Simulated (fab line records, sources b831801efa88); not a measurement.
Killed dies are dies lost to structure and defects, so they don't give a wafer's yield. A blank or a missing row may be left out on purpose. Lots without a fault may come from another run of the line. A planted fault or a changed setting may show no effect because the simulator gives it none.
A struck lot beside a sound one | flow sky130 | 43 steps out of a route of 708
Sound: wafers L611.1, L611.2, L611.5. Struck: wafer L618.3. (L618.1, L618.4 of the same lot were not struck and are left out.) The cause comes at the end.
At each step with rows: each side's tool, then ch and its chambers, then its first start. Under that, the readings that differ: sound wafers | struck wafers | difference of the means | sigmas: that difference in standard deviations of wafers without a fault.
alike: readings whose means differ by less than 2 such deviations, and words and numbers that are the same on both sides. not compared: withheld readings, readings that some wafer has no value for, bounds like >300 that may hide the same value, and numbers for which the record gives no deviation and whose values overlap.
The two part at a step that has a row with sigmas, a row that says differs or no value, or rows on one side only. Numbers that don't overlap but have no deviation are shown without sigmas and don't part them. A reading that every wafer of one side lacks parts them only if that side has two wafers or more.

first, 1 step without rows for these wafers: SKY_CONTACT_ETCH_18 (etches Si3N4 in CHF3/O2, stops on TiN, time 39 s, target depth 75 nm).
SKY_CONTACT_STRIP_19: strips in O2/N2.
  sound on plasma_asher-02 ch 0,1, day 34 02:41; struck on plasma_asher-01 ch 1, day 36 10:34
  alike: drypump_motor_current_A, oes_product_au, strip_time_to_endpoint_s
  not compared: rf_hours_counter_h
then, 4 steps without rows for these wafers: SKY_CONTACT_STRIP_20 (strips in post etch residue remover, time 1200 s); SKY_CONTACT_CLEAN_21 (cleans in IPA, time 180 s); SKY_CONTACT_CLEAN_22 (cleans in O3/DIW); SKY_CONTACT_SPUTTER_23 (material TiN, target thk 20 nm, time 80 s).
SKY_CONTACT_CVD_24: deposits W, target thk 340 nm, time 102.12 s.
  sound on cvd_w-02 ch 0,1, day 34 03:20; struck on cvd_w-01 ch 0, day 36 11:15
  alike: heater_power_w
SKY_CONTACT_RS_MEAS_25: measures by four-point-probe.
  sound on film_metro-03, day 34 03:27; struck on film_metro-01, day 36 11:22
  alike: CONTACT_W_RS
SKY_CONTACT_THK_MEAS_26: measures by xrf.
  sound on film_metro-03, day 34 03:34; struck on film_metro-01, day 36 11:29
  alike: CONTACT_W_THK
then, 1 step without rows for these wafers: SKY_CONTACT_CMP_27 (polishes, stops on SiO2, t overpolish 15 s, target thk 0 nm).
SKY_METAL1_SPUTTER_00: material Ti, target thk 15 nm, time 10 s.
  sound on pvd_sputter-04, day 34 04:14; struck on pvd_sputter-04, day 36 11:50
  alike: throttle_valve_pct
then, 1 step without rows for these wafers: SKY_METAL1_SPUTTER_01 (material TiN, target thk 20 nm, time 16.7 s).
SKY_METAL1_SPUTTER_02: material AlCu, target thk 250 nm, time 13.3 s.
  sound on pvd_sputter-04, day 34 04:17; struck on pvd_sputter-04, day 36 11:53
  alike: throttle_valve_pct
then, 2 steps without rows for these wafers: SKY_METAL1_SPUTTER_03 (material Ti, target thk 5 nm, time 3.3 s); SKY_METAL1_SPUTTER_04 (material TiN, target thk 70 nm, time 58.3 s).
SKY_METAL1_RS_MEAS_05: measures by four-point-probe.
  sound on film_metro-04, day 34 04:23; struck on film_metro-03, day 36 11:59
  alike: METAL1_ALCU_RS
SKY_METAL1_THK_MEAS_06: measures by xrf.
  sound on film_metro-04, day 34 04:30; struck on film_metro-03, day 36 12:06
  alike: METAL1_ALCU_THK
then, 8 steps without rows for these wafers: SKY_METAL1_DEHYDRATE_07 (time 60 s); SKY_METAL1_HMDS_08 (prime time 60 s); SKY_METAL1_COAT_09 (resist thk 60 nm); SKY_METAL1_COAT_10 (resist thk 450 nm); SKY_METAL1_SOFTBAKE_11 (time 90 s); SKY_METAL1_EXPOSE_12 (exposes mask MM1, target cd 140 nm); SKY_METAL1_PEB_13; SKY_METAL1_DEVELOP_14 (develop time 58.85 s).
SKY_METAL1_CD_MEAS_15: target cd 140 nm.
  sound on cd_sem-02, day 35 06:40; struck on cd_sem-02, day 37 14:11
  alike: cd_nm
SKY_METAL1_OVL_MEAS_16:
  sound on overlay-01, day 35 06:47; struck on overlay-01, day 37 14:18
  alike: METAL1_OVL
then, 1 step without rows for these wafers: SKY_METAL1_DESCUM_17 (chemistry O2, time 8 s).
SKY_METAL1_ETCH_18: etches BARC in N2/H2, stops on SiO2, time 45.9 s, target depth 60 nm.
  sound on rie_metal-01 ch 0,1, day 35 06:51; struck on rie_metal-02 ch 1, day 37 14:22
  alike: drypump_motor_current_A, oes_product_au, throttle_valve_pct
  not compared: rf_hours_counter_h
SKY_METAL1_METAL_ETCH_19: etches the open film in Cl2/BCl3, stops on SiO2, target depth 360 nm, time 78 s.
  sound on rie_metal-01 ch 0,1, day 35 06:55; struck on rie_metal-02 ch 1, day 37 14:26
  alike: drypump_motor_current_A, oes_product_au, throttle_valve_pct
  not compared: rf_hours_counter_h
then, 5 steps without rows for these wafers: SKY_METAL1_STRIP_20 (strips in O2/N2); SKY_METAL1_STRIP_21 (strips in post etch residue remover, time 1200 s); SKY_METAL1_CLEAN_22 (cleans in IPA, time 180 s); SKY_METAL1_CLEAN_23 (cleans in O3/DIW); SKY_VIA1_HDPCVD_00 (deposits SiO2, target thk 1030 nm, time 171.7 s).
SKY_VIA1_THK_MEAS_01:
  sound on film_metro-04, day 35 07:42; struck on film_metro-01, day 37 15:19
  alike: VIA1_HDPCVD_THK
then, 1 step without rows for these wafers: SKY_VIA1_CMP_02 (polishes SiO2).
SKY_VIA1_BOW_MEAS_03:
  sound on film_metro-01, day 35 08:10; struck on film_metro-04, day 37 15:41
  alike: VIA1_BOW
then, 4 steps without rows for these wafers: SKY_VIA1_DEHYDRATE_04 (time 60 s); SKY_VIA1_HMDS_05 (prime time 60 s); SKY_VIA1_COAT_06 (resist thk 60 nm); SKY_VIA1_COAT_07 (resist thk 450 nm).
-- the record jumps here: 12 days lie between the struck wafers' starts before and after (it left off in module VIA1 and takes up again in module PAD_OPEN, whose first step shown is number 708 of the route) --
SKY_PAD_OPEN_PROBE_99:
  sound on prober-01, day 47 14:47; struck on prober-01, day 49 10:23
  reading                               | sound             | struck                   | difference                   | sigmas
  hold                                  | - - -             | await_dispo/1.6h/release | no value on the sound wafers |
  defect_limited_yield (%)              | 80.1 83.9 81.1    | 67.5                     | -14.2                        | -7
  killed_at_M0_to_M3                    | 51 44 50          | 107                      | +59                          | +8
  killed_dies                           | 98 79 93          | 160                      | +70                          | +7
  killed_open                           | 54 38 47          | 67                       | +21                          | +3
  sort_bin_3_pad_short (%)              | 0.8 1.6 0.8       | 3.5                      | +2.4                         | +5
  sort_bin_5_function (%)               | 11.8 9.1 12.4     | 19.7                     | +8.6                         | +6
  sort_bin_6_memory (%)                 | 7.3 5.3 5.7       | 9.3                      | +3.2                         | +3
  sort_n_pass                           | 394 413 399       | 332                      | -70                          | -7
  sort_yield_pct (%)                    | 80.1 83.9 81.1    | 67.5                     | -14.2                        | -7
  model.etest.tester.sort_n_pass        | 394 413 399       | 332                      | -70                          |
  model.etest.tester.sort_yield_pct (%) | 80.08 83.94 81.1  | 67.48                    | -14.23                       |
  model.etest.tester.sort_bin_5_pct (%) | 11.79 9.146 12.4  | 19.72                    | +8.61                        |
  model.etest.tester.sort_bin_3_pct (%) | 0.813 1.626 0.813 | 3.455                    | +2.371                       |
  alike: killed_at_M4_up, killed_at_contacts, killed_at_front_end, killed_at_other, killed_short

WHERE THEY PART
Only at SKY_PAD_OPEN_PROBE_99, within this record.

WHY: what the simulator had put in
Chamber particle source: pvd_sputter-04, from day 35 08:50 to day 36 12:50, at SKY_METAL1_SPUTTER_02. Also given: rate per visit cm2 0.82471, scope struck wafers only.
